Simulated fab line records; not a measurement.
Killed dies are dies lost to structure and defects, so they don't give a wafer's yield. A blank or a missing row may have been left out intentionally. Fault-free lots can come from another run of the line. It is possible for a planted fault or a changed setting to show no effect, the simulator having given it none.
Struck lot and sound lot, side by side :: flow sky130 :: 28 out of 708 route steps
Sound: these wafers, L628.1, L628.2, L628.6. The struck wafers were L625.1, L625.3, L625.4. The cause comes at the end.
At each step with rows: each side's tool, then ch and its chambers, then its first start. Under that, the readings that differ: sound wafers :: struck wafers :: difference of the means :: sigmas: that difference in standard deviations of wafers without a fault.
alike: readings whose means differ by less than 2 such deviations, and words and numbers that are the same on both sides. not compared: withheld readings, readings that some wafer has no value for, bounds like >300 that may hide the same value, and numbers for which the record gives no deviation and whose values overlap.
A row with sigmas, a row that says differs or no value, or rows on one side alone: a step with any of these is where the two part. Non-overlapping numbers with no deviation appear without sigmas and do not part them. A reading missing from all wafers of one side parts the sides only when that side holds two or more wafers.

SKY_SD_P_OVL_MEAS_08:
  sound on overlay-02 at day 32 16:34; struck on overlay-01 at day 31 20:07
  alike: SD_P_OVL
next, for these wafers, 1 step has no rows: SKY_SD_P_IMPLANT_09.
SKY_SD_P_STRIP_10: strips in O2/N2.
  sound on plasma asher-04 ch 0,1, day 32 16:44; struck on plasma asher-04 ch 0,1, day 31 20:17
  alike: chamber pressure mTorr, drypump motor current A, n2 flow sccm, oes product au, strip time to endpoint s
  not compared: rf hours counter h
SKY_SD_P_TW_MEAS_11:
  sound on film metro-03 at day 32 16:50; struck on film metro-03 at day 31 20:23
  alike: SD_P_TW
then, 8 steps without rows for these wafers: SKY_RES_XHIGH_DEHYDRATE_00 (time 60 s); SKY_RES_XHIGH_HMDS_01 (prime time 60 s); SKY_RES_XHIGH_COAT_02 (resist thk 1140 nm); SKY_RES_XHIGH_SOFTBAKE_03 (time 60 s); SKY_RES_XHIGH_EXPOSE_04 (exposes mask URPM, target cd 1270 nm); SKY_RES_XHIGH_PEB_05; SKY_RES_XHIGH_DEVELOP_06 (develop time 60 s); SKY_RES_XHIGH_IMPLANT_07.
SKY_RES_XHIGH_STRIP_08: strips in O2/N2.
  sound on plasma asher-04 ch 0,1, day 33 19:26; struck on plasma asher-01 ch 0,1, day 33 00:44
  no value came back on the struck wafers for any of 5 readings (chamber pressure mTorr (mTorr), drypump motor current A (A) and others); on the sound wafers chamber pressure mTorr (mTorr) reads 1500.2 1500.5 1497.3
reading: model.NOVOLAK_of_RES_XHIGH_COAT_02.thk nm (nm)
sound: 0 0 0
struck: 1141 1140 1140
difference: +1140
sigmas: 
  not compared: rf hours counter h
SKY_RES_XHIGH_TW_MEAS_09:
  sound on film metro-03 at day 33 19:32; struck on film metro-03 at day 33 00:50
  alike: RES_XHIGH_TW
then, 7 steps without rows for these wafers: SKY_SD_N_DEHYDRATE_00 (time 60 s); SKY_SD_N_HMDS_01 (prime time 60 s); SKY_SD_N_COAT_02 (resist thk 1140 nm); SKY_SD_N_SOFTBAKE_03 (time 60 s); SKY_SD_N_EXPOSE_04 (exposes mask NSDM, target cd 380 nm); SKY_SD_N_PEB_05; SKY_SD_N_DEVELOP_06 (develop time 60 s).
SKY_SD_N_CD_MEAS_07: the cd target is 380 nm.
  sound on cd sem-01 at day 34 21:41; struck on cd sem-01 at day 34 03:11
  alike: cd nm
SKY_SD_N_OVL_MEAS_08:
  sound on overlay-01 at day 34 21:49; struck on overlay-01 at day 34 03:19
  alike: SD_N_OVL
then, 2 steps without rows for these wafers: SKY_SD_N_IMPLANT_09; SKY_SD_N_IMPLANT_10.
SKY_SD_N_STRIP_11: strips in O2/N2.
  sound on plasma asher-01 ch 0,1, day 34 22:08; struck on plasma asher-03 ch 0,1, day 34 03:38
reading: oes product au (a.u.)
sound: 0.525 0.530 0.524
struck: 0.615 0.616 0.623
difference: +0.092
sigmas: +24

reading: strip time to endpoint s (s)
sound: 22.56 22.54 22.58
struck: 39.49 39.56 39.52
difference: +16.96
sigmas: +99 or more
  alike: chamber pressure mTorr, drypump motor current A, n2 flow sccm
  not compared: rf hours counter h
SKY_SD_N_TW_MEAS_12:
  sound on film metro-02 at day 34 22:14; struck on film metro-03 at day 34 03:44
reading: SD_N_TW
sound: 3942 3922 3935
struck: 29 30 29
difference: -3904
sigmas: -99 or more
then, 1 step without rows for these wafers: SKY_SD_N_CLEAN_13 (cleans in SC1/SC2, time 150 s).

## WHERE THEY PART
First at SKY_RES_XHIGH_STRIP_08; last, within this record, at SKY_SD_N_TW_MEAS_12.

WHY: what had been put in by the simulator
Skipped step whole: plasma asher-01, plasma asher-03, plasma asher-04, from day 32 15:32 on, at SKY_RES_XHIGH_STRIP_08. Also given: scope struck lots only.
